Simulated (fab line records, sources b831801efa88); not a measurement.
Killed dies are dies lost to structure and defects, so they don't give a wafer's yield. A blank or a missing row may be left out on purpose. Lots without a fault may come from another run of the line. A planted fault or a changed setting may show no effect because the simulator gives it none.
A struck lot beside a sound one | flow sky130 | 17 steps out of a route of 708
Sound: wafers L128.1, L128.3, L128.6. Struck: wafers L120.3, L120.4, L120.5. The cause comes at the end.
At each step with rows: each side's tool, then ch and its chambers, then its first start. Under that, the readings that differ: sound wafers | struck wafers | difference of the means | sigmas: that difference in standard deviations of wafers without a fault.
alike: readings whose means differ by less than 2 such deviations, and words and numbers that are the same on both sides. not compared: withheld readings, readings that some wafer has no value for, bounds like >300 that may hide the same value, and numbers for which the record gives no deviation and whose values overlap.
The two part at a step that has a row with sigmas, a row that says differs or no value, or rows on one side only. Numbers that don't overlap but have no deviation are shown without sigmas and don't part them. A reading that every wafer of one side lacks parts them only if that side has two wafers or more.

SKY_LDD_P_OVL_MEAS_08:
  sound on overlay-01, day 24 10:40; struck on overlay-01, day 21 07:31
  alike: LDD_P_OVL
then, 1 step without rows for these wafers: SKY_LDD_P_IMPLANT_09.
SKY_LDD_P_STRIP_10: strips in O2/N2.
  sound on plasma_asher-04 ch 0,1, day 24 10:52; struck on plasma_asher-04 ch 0,1, day 21 07:44
  alike: drypump_motor_current_A, oes_product_au, strip_time_to_endpoint_s
  not compared: rf_hours_counter_h
SKY_LDD_P_TW_MEAS_11:
  sound on film_metro-01, day 24 10:58; struck on film_metro-01, day 21 07:49
  alike: LDD_P_TW
then, 7 steps without rows for these wafers: SKY_LDD_HVN_DEHYDRATE_00 (time 60 s); SKY_LDD_HVN_HMDS_01 (prime time 60 s); SKY_LDD_HVN_COAT_02 (resist thk 300 nm); SKY_LDD_HVN_SOFTBAKE_03 (time 60 s); SKY_LDD_HVN_EXPOSE_04 (exposes mask HVNTM, target cd 700 nm); SKY_LDD_HVN_PEB_05; SKY_LDD_HVN_DEVELOP_06 (develop time 60 s).
SKY_LDD_HVN_OVL_MEAS_07:
  sound on overlay-02, day 25 15:46; struck on overlay-01, day 22 14:08
  alike: LDD_HVN_OVL
SKY_LDD_HVN_IMPLANT_08:
  sound on implanter-04 ch 0, day 25 15:48; struck on implanter-04 ch 0, day 22 14:12
  reading            | sound                         | struck                        | difference | sigmas
  dose_ions_cm2      | 2.995e+13 2.994e+13 2.998e+13 | 1.999e+13 2.001e+13 2.001e+13 | -9.953e+12 | -99 or more
  faraday_current_uA | 170 170 173                   | 117 112 114                   | -57        | -17
SKY_LDD_HVN_STRIP_09: strips in O2/N2.
  sound on plasma_asher-03 ch 0,1, day 25 15:57; struck on plasma_asher-03 ch 0,1, day 22 14:20
  alike: drypump_motor_current_A, oes_product_au, strip_time_to_endpoint_s
  not compared: rf_hours_counter_h
SKY_LDD_HVN_TW_MEAS_10:
  sound on film_metro-01, day 25 16:03; struck on film_metro-01, day 22 14:25
  reading    | sound          | struck         | difference | sigmas
  LDD_HVN_TW | 1432 1437 1439 | 1252 1261 1255 | -180       | -26
then, 1 step without rows for these wafers: SKY_LDD_HVP_DEHYDRATE_00 (time 60 s).
-- the record jumps here: 25 days lie between the struck wafers' starts before and after (it left off in module LDD_HVP and takes up again in module PAD_OPEN, whose first step shown is number 708 of the route) --
SKY_PAD_OPEN_PROBE_99:
  sound on prober-02, day 49 02:28; struck on prober-01, day 47 08:46
  reading                                 | sound                | struck               | difference | sigmas
  model.etest.tip_n_5v.rs_ohm_sq          | 1366 1372 1372       | 1988 1971 1955       | +601       |
  model.etest.nfet_g5v0d10v5.r_on_ohm_um  | 1926 1894 1917       | 1965 1995 1990       | +71        |
  model.etest.tip_n_5v.rs_ohm_sq_range    | 24.81 17.89 27.43    | 66.71 44.92 32.29    | +24.60     |
  model.etest.nfet_g5v0d10v5.drive_ua_um  | 589.7 601.4 599.3    | 583.3 579.3 580.6    | -15.7      |
  model.etest.nfet_g5v0d10v5.vt_sat_v (V) | 0.762 0.7606 0.7635  | 0.7951 0.8051 0.8024 | +0.0388    |
  model.etest.nfet_g5v0d10v5.vt_v (V)     | 0.8242 0.8214 0.8245 | 0.8333 0.8453 0.8435 | +0.0173    |
  alike: killed_at_M0_to_M3, killed_at_M4_up, killed_at_contacts, killed_at_front_end, killed_at_other, killed_dies, killed_open, killed_short
  not compared: model.etest.nfet_05v0_nvt.drive_ua_um

WHERE THEY PART
First at SKY_LDD_HVN_IMPLANT_08; last, within this record, at SKY_LDD_HVN_TW_MEAS_10. Later steps at which nothing parts them and some readings are alike: SKY_PAD_OPEN_PROBE_99.

WHY: what the simulator had put in
Process parameter drift: implanter-04, from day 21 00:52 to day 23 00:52, at SKY_LDD_HVN_IMPLANT_08. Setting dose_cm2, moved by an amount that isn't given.
